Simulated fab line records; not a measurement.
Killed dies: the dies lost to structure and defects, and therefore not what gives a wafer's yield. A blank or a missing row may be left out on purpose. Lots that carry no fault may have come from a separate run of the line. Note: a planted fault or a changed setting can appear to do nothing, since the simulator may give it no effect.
Matching of chambers / flow sky130 / cmp-01 running SKY_VIA1_CMP_24: 4 sister chambers
The step polishes, stops on SiO2, t overpolish 15 s, target thk 0 nm. 8 wafers are shown with their chamber, then 12 later ones without.

== WAFERS, EACH WITH ITS CHAMBER ==
wafer=L086.4; chamber=2; motor current A (A)=10.6; time to endpoint s (s)=61.1
wafer=L086.5; chamber=2; motor current A (A)=10.6; time to endpoint s (s)=60.5
wafer=L086.6; chamber=3; motor current A (A)=11.1; time to endpoint s (s)=64.7
wafer=L087.5; chamber=0; motor current A (A)=9.6; time to endpoint s (s)=68.0
wafer=L087.6; chamber=3; motor current A (A)=10.9; time to endpoint s (s)=67.3
wafer=L089.3; chamber=0; motor current A (A)=9.4; time to endpoint s (s)=67.0
wafer=L089.4; chamber=1; motor current A (A)=10.4; time to endpoint s (s)=64.4
wafer=L089.6; chamber=1; motor current A (A)=10.3; time to endpoint s (s)=68.3

== WAFERS WITH NO CHAMBER GIVEN ==
wafer=L091.1; motor current A (A)=11.0; time to endpoint s (s)=64.3
wafer=L091.4; motor current A (A)=9.8; time to endpoint s (s)=64.9
wafer=L091.5; motor current A (A)=10.0; time to endpoint s (s)=67.7
wafer=L092.2; motor current A (A)=9.4; time to endpoint s (s)=67.4
wafer=L092.5; motor current A (A)=10.2; time to endpoint s (s)=67.0
wafer=L092.6; motor current A (A)=11.5; time to endpoint s (s)=63.3
wafer=L095.3; motor current A (A)=10.9; time to endpoint s (s)=59.7
wafer=L095.4; motor current A (A)=9.5; time to endpoint s (s)=61.4
wafer=L095.5; motor current A (A)=9.6; time to endpoint s (s)=63.4
wafer=L097.4; motor current A (A)=10.5; time to endpoint s (s)=64.2
wafer=L097.5; motor current A (A)=10.4; time to endpoint s (s)=60.4
wafer=L097.6; motor current A (A)=10.9; time to endpoint s (s)=59.5

== EACH ONE'S CHAMBER ==
wafer=L091.1; from the rows above=3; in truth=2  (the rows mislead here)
wafer=L091.4; from the rows above=0; in truth=0
wafer=L091.5; from the rows above=can't be placed: 1 or 0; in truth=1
wafer=L092.2; from the rows above=0; in truth=0
wafer=L092.5; from the rows above=1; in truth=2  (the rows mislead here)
wafer=L092.6; from the rows above=3; in truth=3
wafer=L095.3; from the rows above=can't be placed: 2 or 3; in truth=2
wafer=L095.4; from the rows above=0; in truth=0
wafer=L095.5; from the rows above=0; in truth=0
wafer=L097.4; from the rows above=can't be placed: 1 or 2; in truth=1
wafer=L097.5; from the rows above=can't be placed: 2 or 1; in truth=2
wafer=L097.6; from the rows above=can't be placed: 2 or 3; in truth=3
Correct placement for 5 of the 12. Not placeable from these rows: 5 (in 5, the candidates include the true chamber). Number placed wrongly: 2.
How it was worked out, from the rows above alone: a wafer's distance from a chamber is the root of the sum, over the readings, of the square of ((its reading less the chamber's mean) divided by the reading's scatter). If the next closest chamber is less than 2 further off than the closest, the wafer can't be placed; otherwise it belongs to the closest. The mean given for a chamber averages the wafers shown for that chamber. The scatter: take each reading less its chamber's mean, square it, sum over the shown wafers, divide by the number of wafers less the number of chambers, and take the root.
